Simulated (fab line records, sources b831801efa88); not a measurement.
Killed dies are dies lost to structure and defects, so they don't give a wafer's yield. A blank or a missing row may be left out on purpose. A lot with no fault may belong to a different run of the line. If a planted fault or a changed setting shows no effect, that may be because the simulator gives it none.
Which of the tools did it? | flow gf180mcu | 6 lots, 18 wafers sampled, at 4 steps of a route of 602

WHAT THE GAUGES SHOWED, per wafer
GF_NSD_CD_MEAS_07: the cd target is 400 nm.
lot  | measured     | on        | cd-nm (nm)
L467 | day 13 14:54 | cd-sem-02 | 397.4 397.6 398.6
L472 | day 15 06:37 | cd-sem-01 | 400.6 399.7 397.6
L475 | day 16 22:11 | cd-sem-01 | 401.7 402.3 400.5
L483 | day 19 08:19 | cd-sem-02 | 397.6 401.4 398.2
L485 | day 19 20:37 | cd-sem-02 | 397.5 400.3 398.1
L487 | day 20 08:26 | cd-sem-01 | 399.8 400.6 399.5

EACH LOT AND THE TOOL THAT RAN IT (in order: tool; ch and the chambers of the sampled wafers; start)
lot  | GF_POLY_GATE_ETCH_13             | GF_POLY_GATE_STRIP_14                | GF_NSD_EXPOSE_04
L467 | rie-si-02 ch 2,3, day 9 12:22    | plasma-asher-02 ch 0,1, day 9 12:25  | iline-stepper-01 ch 0, day 13 05:23
L472 | rie-si-02 ch 0,1,2, day 10 23:19 | plasma-asher-02 ch 0,1, day 10 23:24 | iline-stepper-02 ch 0, day 14 20:42
L475 | rie-si-02 ch 0,1,3, day 12 05:37 | plasma-asher-02 ch 0,1, day 12 05:40 | iline-stepper-01 ch 0, day 16 10:53
L483 | rie-si-01 ch 0,2,3, day 14 09:25 | plasma-asher-04 ch 0,1, day 14 09:30 | iline-stepper-01 ch 0, day 18 20:30
L485 | rie-si-01 ch 1,2, day 14 19:55   | plasma-asher-01 ch 0, day 14 19:58   | iline-stepper-02 ch 0, day 19 08:28
L487 | rie-si-01 ch 2,3, day 15 06:22   | plasma-asher-01 ch 0,1, day 15 06:27 | iline-stepper-02 ch 0, day 19 20:41
- GF_POLY_GATE_ETCH_13: etches poly-Si in HBr/Cl2, stops on SiO2, target depth 198.5 nm, time 69.6 s.
- GF_POLY_GATE_STRIP_14: strips in O2/N2.
- GF_NSD_EXPOSE_04: exposes mask Nplus, target cd 400 nm.

THE ANSWER, worked out from the rows above alone
Rule: the usual values come from the lots themselves. The widest of any qualifying gaps counts: lots, ordered by their means at a reading, are off when they make up no more than a third of the lots, leave a main group of 4 or more, and stand apart from it by 3 or more times the standard deviation of that group's means. Not used: any main group whose means are identical at the precision the tables above print for the reading. A lot without any number at a reading at which 4 lots or more have one is off too. The other lots that the step has rows for count as sound.
No lot is off on any of the readings shown, so nothing can be concluded from this.

WHAT HAD BEEN PUT IN BY THE SIMULATOR
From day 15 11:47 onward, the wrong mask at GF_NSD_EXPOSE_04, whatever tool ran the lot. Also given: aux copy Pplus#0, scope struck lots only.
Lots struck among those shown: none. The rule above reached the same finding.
